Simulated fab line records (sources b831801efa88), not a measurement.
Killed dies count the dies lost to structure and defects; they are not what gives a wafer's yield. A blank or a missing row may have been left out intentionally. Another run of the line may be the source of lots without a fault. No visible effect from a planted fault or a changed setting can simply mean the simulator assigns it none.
8D (eight disciplines) problem report, filled in by code    flow sky130    the parts of the form that need people (team, actions taken, sign-off) are left out

== 1. THE PROBLEM ==
CONTACT_HDPCVD_THK at SKY_CONTACT_THK_MEAS_03 reads a mean of 855 nm on 3 wafers of 2 lots; wafers without a fault read 566 nm with a standard deviation of 5.2. That is +56 standard deviations from the usual mean.
Seen first at day 36 00:07 on filmMetro-01, wafer L699.3. Wafers with a number at this step in the record: 36, from 12 lots. Rule for "out", or "out of limits": more than 4 standard deviations from the usual mean. Any other wafer with a number is counted as sound.

== 2. WHAT IT IS; WHAT IT IS NOT ==
question                     is                      is not
which readings at this step  CONTACT_HDPCVD_THK      -
which lots                   L699, L702              L683, L684, L685, L687, L689, L690, L695, L696, L697, L703
which wafers of those lots   L699.3, L699.6, L702.4  L699.4, L702.2, L702.3
read on which gauges         filmMetro-01            filmMetro-02, filmMetro-04
when                         from day 36 00:07       up to then (28 sound wafers); but 5 sound wafers of L702, L703 came after

== 3. THE SUSPECTS, EACH WITH WHAT RULES IT OUT ==
Counting: a tool at a process step up to the reading stays a suspect if it ran every lot that is out. Sound lots after the first of them don't rule it out here, since some wafers of a struck lot are sound.
- the gauge at SKY_CONTACT_THK_MEAS_03: ruled out. All the wafers that are out were read on filmMetro-01, but those of them that SKY_CONTACT_CMP_04 has rows for are out there too, on other tools.
- hdpcvd-02 at SKY_CONTACT_HDPCVD_02 (deposits SiO2, target thk 565 nm, time 94.2 s): kept. It processed each lot that is out (first: L699, day 36 00:02); up to then, its last sound lot is L697 (day 35 12:17).
The count leaves hdpcvd-02 at SKY_CONTACT_HDPCVD_02.

== 4. THE CAUSE (what the simulator had put in) ==
hdpcvd-02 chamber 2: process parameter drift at SKY_CONTACT_HDPCVD_02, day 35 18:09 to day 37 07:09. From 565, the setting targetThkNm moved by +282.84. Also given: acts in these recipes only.
Counting left only this tool.

== 5. SEQUENCE OF EFFECTS, ordered by route ==
Each row: a reading whose mean over the struck wafers that have a number lies more than 3 standard deviations from the usual. Only readings for which the record gives a usual standard deviation are gone through. hours: the time from each lot's start at the first step in this table that gives one to its start at this step, as a median over the lots. sigmas: the change in usual standard deviations.
hours  step                     reading             usual   on struck wafers  change  sigmas
0      SKY_CONTACT_THK_MEAS_03  CONTACT_HDPCVD_THK  566 nm  855               +289    +56
0      SKY_CONTACT_CMP_04       timeToEndpointS     81 s    181               +100    +24
Process steps it contains:
- SKY_CONTACT_CMP_04: polishes SiO2.
At these later measuring or inspecting steps, every struck wafer for which the step has a row has a number for every such reading, and none has moved that far: SKY_CONTACT_CD_MEAS_14, SKY_METAL1_RS_MEAS_05.

== 6. WHAT WOULD HAVE CAUGHT IT SOONER ==
Counted from the fault's start at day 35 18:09, it took 6 hours until the first out-of-limits reading at a measuring or inspecting step in this record, taken at day 36 00:07.
Among the 2 lots that are out, L702 began SKY_CONTACT_HDPCVD_02 on hdpcvd-02 after day 36 00:07. It would have been spared by a hold on the tool at that moment.
